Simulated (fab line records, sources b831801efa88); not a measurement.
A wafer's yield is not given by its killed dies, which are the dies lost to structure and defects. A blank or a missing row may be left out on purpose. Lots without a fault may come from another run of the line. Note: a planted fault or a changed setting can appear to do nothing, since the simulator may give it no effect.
Struck lot and sound lot, side by side ; flow gf180mcu ; 14 out of 602 route steps
Sound: wafers L467.2, L467.3, L467.5. Struck: wafer L477.4 (L477.1, L477.3, from the same lot, were not struck and are left out); the cause is given at the end.
Order at every step that has rows: each side's tool, ch and its chambers, its first start. Under that, the readings that differ: sound wafers ; struck wafers ; difference of the means ; sigmas: that difference in standard deviations of wafers without a fault.
alike: a reading whose means differ by less than 2 such deviations, as well as words and numbers matching on both sides. not compared: withheld readings; readings where some wafer has no value; bounds like >300 that might hide an equal value; numbers whose values overlap and for which the record gives no deviation.
Wherever a step has rows on one side only, a row that says differs or no value, or a row with sigmas, the two part there. Numbers that don't overlap but have no deviation are shown without sigmas and don't part them. A reading missing from all wafers of one side parts the sides only when that side holds two or more wafers.

first, 5 steps without rows for these wafers: GF_MIM_COAT_14 (resist thk 1000 nm); GF_MIM_SOFTBAKE_15 (time 60 s); GF_MIM_EXPOSE_16 (exposes mask FuseTop, target cd 2000 nm); GF_MIM_PEB_17; GF_MIM_DEVELOP_18 (develop time 60 s).
GF_MIM_METAL_ETCH_19: etches the open film in Cl2/BCl3, stops on Si3N4, target depth 324.5 nm, time 54.1 s.
  sound on rie_metal-01 ch 0, day 25 11:25; struck on rie_metal-03 ch 0, day 28 23:37
  alike: chamber_pressure_mTorr, drypump_motor_current_A, oes_product_au, throttle_valve_pct
  not compared: rf_hours_counter_h
GF_MIM_STRIP_20: strips in O2/N2.
  sound on plasma_asher-01 ch 0,1, day 25 11:29; struck on plasma_asher-01 ch 1, day 28 23:41
  alike: chamber_pressure_mTorr, drypump_motor_current_A, heater_power_w, oes_product_au, strip_time_to_endpoint_s
  not compared: rf_hours_counter_h
then, 5 steps without rows for these wafers: GF_MIM_STRIP_21 (strips in post etch residue remover, time 1200 s); GF_MIM_CLEAN_22 (cleans in DIW); GF_M5_DEHYDRATE_00 (time 60 s); GF_M5_HMDS_01 (prime time 60 s); GF_M5_COAT_02 (resist thk 1000 nm).
GF_M5_SOFTBAKE_03: time 60 s.
  sound on litho_track-03 ch 0, day 25 22:33; struck on litho_track-03 ch 0, day 29 09:19
reading;sound;struck;difference;sigmas
heater_power_total_W (W);93.05 93.02 93.03;95.45;+2.42;+41
run_length_s (s);89.11 89.08 89.18;84.82;-4.30;-24
then, 1 step without rows for these wafers: GF_M5_EXPOSE_04 (exposes mask Metal5, target cd 280 nm).

== WHERE THEY PART ==
GF_M5_SOFTBAKE_03 only, going by this record.

WHY: whatever the simulator had introduced
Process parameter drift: litho_track-03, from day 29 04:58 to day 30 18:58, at GF_M5_SOFTBAKE_03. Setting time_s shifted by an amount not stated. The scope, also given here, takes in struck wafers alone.
